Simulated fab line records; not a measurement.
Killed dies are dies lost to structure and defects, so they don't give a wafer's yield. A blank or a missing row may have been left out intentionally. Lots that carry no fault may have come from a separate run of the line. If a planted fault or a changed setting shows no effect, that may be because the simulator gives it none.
The tool behind it: which one?	flow gf180mcu	18 wafers from 6 lots sampled at 2 of the route's 602 steps

## WHAT THE GAUGES SHOWED, per wafer
GF_VT_IMPLANT_TW_MEAS_21.
lot	measured	on	VT_IMPLANT_2_TW
L236	day 6 20:07	film-metro-03	1201 1206 1206
L238	day 7 09:38	film-metro-01	1197 1191 1202
L241	day 8 04:46	film-metro-01	1265 1272 1268 1269 1271 1268
L242	day 8 13:16	film-metro-01	1259 1271 1267 1265 1265 1267
L251	day 11 01:58	film-metro-04	1213 1211 1211
L255	day 12 02:10	film-metro-04	1216 1215 1221

## WHICH TOOL RAN EACH LOT (tool, then ch and the chambers of the sampled wafers, then the start)
lot	GF_VT_IMPLANT_IMPLANT_19
L236	implanter-04 ch 0, day 6 19:52
L238	implanter-04 ch 0, day 7 09:25
L241	implanter-04 ch 0, day 8 04:32
L242	implanter-04 ch 0, day 8 13:01
L251	implanter-03 ch 0, day 11 01:43
L255	implanter-02 ch 0, day 12 01:56
- GF_VT_IMPLANT_IMPLANT_19

## THE ANSWER, worked out from the rows above alone
Rule: the lots themselves supply what counts as usual. Put in order of their means at a reading, lots are off if they are a third of the lots or fewer, leave a main group of 4 or more, and stand apart from it by a gap of 3 or more times the standard deviation of the main group's means; of several such gaps the widest counts. If all means in a main group match to the digits the tables above print for the reading, that group is not used. Also off: a lot with no number at a reading for which 4 or more lots have one. Any other lot the step has rows for is counted as sound.
Off: L241, L242, seen at GF_VT_IMPLANT_TW_MEAS_21 (VT_IMPLANT_2_TW). For the main group the mean is 1208 and the standard deviation 7.8.
A tool fits if, at a process step before that reading, it ran every lot that is off, and no sound lot after the first of them. Gauges at GF_VT_IMPLANT_TW_MEAS_21: tried the same way as those tools. Undecided on this evidence; 2 tools fit (implanter-04 at GF_VT_IMPLANT_IMPLANT_19, film-metro-01 at GF_VT_IMPLANT_TW_MEAS_21).

## WHAT THE SIMULATOR PUT IN
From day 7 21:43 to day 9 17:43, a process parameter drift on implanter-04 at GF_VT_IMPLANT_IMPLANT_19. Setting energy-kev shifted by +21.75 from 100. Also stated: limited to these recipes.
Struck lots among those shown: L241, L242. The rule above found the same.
